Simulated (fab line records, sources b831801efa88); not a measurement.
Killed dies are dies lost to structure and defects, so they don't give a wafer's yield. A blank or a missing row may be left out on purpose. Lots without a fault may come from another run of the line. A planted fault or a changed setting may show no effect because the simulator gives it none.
Chamber matching | flow gf180mcu | GF_STI_ETCH_14 on rie_si-01: 4 sister chambers
The step etches Si in HBr/Cl2/O2, target depth 360 nm, time 102.9 s. 22 wafers are shown with their chamber, then 11 later ones without.

WAFERS WITH THEIR CHAMBER
wafer  | chamber | drypump_motor_current_A (A) | throttle_valve_pct (%) | oes_product_au (a.u.)
L505.3 | 2       | 5.5                         | 25.659                 | 1.008
L505.4 | 0       | 6.2                         | 25.629                 | 1.006
L505.5 | 2       | 5.5                         | 25.668                 | 0.995
L506.2 | 3       | 4.9                         | 25.673                 | 0.990
L506.4 | 3       | 4.9                         | 25.660                 | 0.994
L506.6 | 2       | 5.5                         | 25.646                 | 0.980
L507.1 | 3       | 5.0                         | 25.643                 | 0.995
L507.3 | 1       | 5.6                         | 25.669                 | 1.000
L507.4 | 3       | 4.9                         | 25.646                 | 1.002
L508.3 | 2       | 5.5                         | 25.678                 | 0.991
L508.5 | 1       | 5.6                         | 25.661                 | 0.990
L508.6 | 3       | 4.9                         | 25.659                 | 1.003
L510.3 | 0       | 6.3                         | 25.654                 | 0.999
L510.5 | 2       | 5.5                         | 25.670                 | 0.989
L510.6 | 1       | 5.6                         | 25.666                 | 0.996
L512.1 | 1       | 5.6                         | 25.655                 | 0.989
L512.2 | 3       | 4.9                         | 25.634                 | 1.003
L512.3 | 2       | 5.5                         | 25.665                 | 0.993
L513.2 | 3       | 4.9                         | 25.652                 | 1.001
L513.3 | 1       | 5.6                         | 25.648                 | 0.997
L513.5 | 3       | 4.9                         | 25.654                 | 1.001
L518.1 | 1       | 5.6                         | 25.657                 | 1.000

SIGNATURES (means of the wafers above)
reading                 | chamber 0 | chamber 1 | chamber 2 | chamber 3 | scatter within a chamber
drypump_motor_current_A | 6.250     | 5.600     | 5.500     | 4.913     | 0.0276
throttle_valve_pct      | 25.64150  | 25.65933  | 25.66433  | 25.65263  | 0.0111
oes_product_au          | 1.00250   | 0.99533   | 0.99267   | 0.99862   | 0.00636
Rule: a wafer's distance from a chamber is the root of the sum, over the readings, of the square of ((its reading less the chamber's mean) divided by the reading's scatter). The wafer belongs to the nearest chamber; if the next one is less than 2 further off, it can't be placed. The scatter: the root of (the sum of the squares of (reading less its chamber's mean) over the shown wafers, divided by (wafers less chambers)).

WAFERS WITHOUT THEIR CHAMBER
wafer  | drypump_motor_current_A (A) | throttle_valve_pct (%) | oes_product_au (a.u.)
L518.2 | 6.2                         | 25.639                 | 0.993
L518.3 | 5.5                         | 25.671                 | 1.010
L522.3 | 5.5                         | 25.660                 | 0.984
L522.4 | 6.2                         | 25.653                 | 0.989
L522.6 | 5.5                         | 25.674                 | 0.994
L524.3 | 5.6                         | 25.654                 | 0.991
L524.5 | 5.6                         | 25.661                 | 0.988
L524.6 | 6.2                         | 25.651                 | 1.000
L527.1 | 6.2                         | 25.663                 | 0.998
L527.3 | 5.5                         | 25.648                 | 0.995
L527.4 | 4.9                         | 25.661                 | 0.992

WHICH CHAMBER EACH WENT THROUGH
wafer  | from the rows above     | in truth
L518.2 | 0                       | 0
L518.3 | can't be placed: 2 or 1 | 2
L522.3 | 2                       | 2
L522.4 | 0                       | 0
L522.6 | 2                       | 2
L524.3 | 1                       | 1
L524.5 | 1                       | 1
L524.6 | 0                       | 0
L527.1 | 0                       | 0
L527.3 | 2                       | 2
L527.4 | 3                       | 3
Placed correctly: 10 of 11. Can't be placed from these rows: 1 (the true chamber is among the candidates in 1). Placed wrongly: 0.
